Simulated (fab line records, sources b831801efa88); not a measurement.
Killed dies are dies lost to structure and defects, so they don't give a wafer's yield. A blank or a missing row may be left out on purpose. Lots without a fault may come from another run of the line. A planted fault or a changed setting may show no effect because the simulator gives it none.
A struck lot beside a sound one | flow sky130 | 16 steps out of a route of 708
Sound: wafers L776.3, L776.4, L776.5. Struck: wafer L783.1. (L783.6 of the same lot was not struck and is left out.) The cause comes at the end.
At each step with rows: each side's tool, then ch and its chambers, then its first start. Under that, the readings that differ: sound wafers | struck wafers | difference of the means | sigmas: that difference in standard deviations of wafers without a fault.
alike: readings whose means differ by less than 2 such deviations, and words and numbers that are the same on both sides. not compared: withheld readings, readings that some wafer has no value for, bounds like >300 that may hide the same value, and numbers for which the record gives no deviation and whose values overlap.
The two part at a step that has a row with sigmas, a row that says differs or no value, or rows on one side only. Numbers that don't overlap but have no deviation are shown without sigmas and don't part them. A reading that every wafer of one side lacks parts them only if that side has two wafers or more.

first, 1 step without rows for these wafers: SKY_FIELD_ISO_CVD_03 (deposits Si3N4 from DCS/NH3, target thk 165 nm, time 2830 s).
SKY_FIELD_ISO_THK_MEAS_04:
  sound on film_metro-04, day 2 20:34; struck on film_metro-01, day 4 02:42
  alike: FIELD_ISO_CVD_03_THK
then, 8 steps without rows for these wafers: SKY_FIELD_ISO_DEHYDRATE_05 (time 60 s); SKY_FIELD_ISO_HMDS_06 (prime time 60 s); SKY_FIELD_ISO_COAT_07 (resist thk 60 nm); SKY_FIELD_ISO_COAT_08 (resist thk 450 nm); SKY_FIELD_ISO_SOFTBAKE_09 (time 90 s); SKY_FIELD_ISO_EXPOSE_10 (exposes mask FOM, target cd 150 nm); SKY_FIELD_ISO_PEB_11; SKY_FIELD_ISO_DEVELOP_12 (develop time 60 s).
SKY_FIELD_ISO_CD_MEAS_13: target cd 150 nm.
  sound on cd_sem-02, day 3 11:34; struck on cd_sem-02, day 4 19:50
  alike: cd_nm
SKY_FIELD_ISO_ETCH_14: etches BARC in N2/H2, stops on SiO2, time 45.9 s, target depth 60 nm.
  sound on rie_diel-03 ch 0,1, day 3 11:38; struck on rie_diel-03 ch 1, day 4 19:57
  alike: bias_w, drypump_motor_current_A, n2_flow_sccm, oes_product_au, throttle_valve_pct
  not compared: rf_hours_counter_h
SKY_FIELD_ISO_ETCH_15: etches the open film in CHF3/O2, stops on Si, target depth 180 nm, time 72 s.
  sound on rie_diel-03 ch 0,1, day 3 11:41; struck on rie_diel-03 ch 1, day 4 19:59
  reading                                          | sound           | struck | difference | sigmas
  model.KrF-thick_of_FIELD_ISO_COAT_08.thk_nm (nm) | 239 234.3 237.2 | 168.2  | -68.6      |
  alike: bias_w, chf3_flow_sccm, drypump_motor_current_A, oes_product_au, throttle_valve_pct
  not compared: rf_hours_counter_h
SKY_FIELD_ISO_STRIP_16: strips in O2/N2.
  sound on plasma_asher-02 ch 0,1, day 3 11:46; struck on plasma_asher-02 ch 0, day 4 20:02
  reading                      | sound             | struck | difference                   | sigmas
  oes_product_au (a.u.)        | 0.381 0.373 0.380 | 0.349  | -0.029                       | -6
  rf_hours_counter_h (h)       | - - -             | 42     | no value on the sound wafers |
  strip_time_to_endpoint_s (s) | 3.58 3.53 3.55    | 2.81   | -0.74                        | -17
  alike: drypump_motor_current_A, n2_flow_sccm
SKY_FIELD_ISO_ETCH_17: etches Si in HBr/Cl2/O2, target depth 342 nm, time 97.7 s.
  sound on rie_si-02 ch 0,2,3, day 3 11:50; struck on rie_si-02 ch 2, day 4 20:08
  reading                | sound                | struck | difference | sigmas
  throttle_valve_pct (%) | 25.687 25.663 25.667 | 25.634 | -0.038     | -3
  alike: bias_w, drypump_motor_current_A, oes_product_au
  not compared: rf_hours_counter_h
-- the record jumps here: 44 days lie between the struck wafers' starts before and after (it left off in module FIELD_ISO and takes up again in module PAD_OPEN, whose first step shown is number 708 of the route) --
SKY_PAD_OPEN_PROBE_99:
  sound on prober-02, day 47 08:17; struck on prober-02, day 48 10:51
  reading                                   | sound         | struck | difference | sigmas
  model.etest.sram_nfet_pass.off_log10_a_um | -12.56 -12.59 | -13.06 | -0.49      |
  model.etest.sram_nfet_pass.vt_v (V)       | 0.652 0.6586  | 0.6948 | +0.0395    |
  model.etest.sram_nfet_pass.vt_sat_v (V)   | 0.552 0.559   | 0.5987 | +0.0432    |
  alike: killed_at_M0_to_M3, killed_at_M4_up, killed_at_contacts, killed_at_front_end, killed_at_other, killed_dies, killed_open, killed_short

WHERE THEY PART
First at SKY_FIELD_ISO_STRIP_16; last, within this record, at SKY_FIELD_ISO_ETCH_17. Later steps at which nothing parts them and some readings are alike: SKY_PAD_OPEN_PROBE_99.

WHY: what the simulator had put in
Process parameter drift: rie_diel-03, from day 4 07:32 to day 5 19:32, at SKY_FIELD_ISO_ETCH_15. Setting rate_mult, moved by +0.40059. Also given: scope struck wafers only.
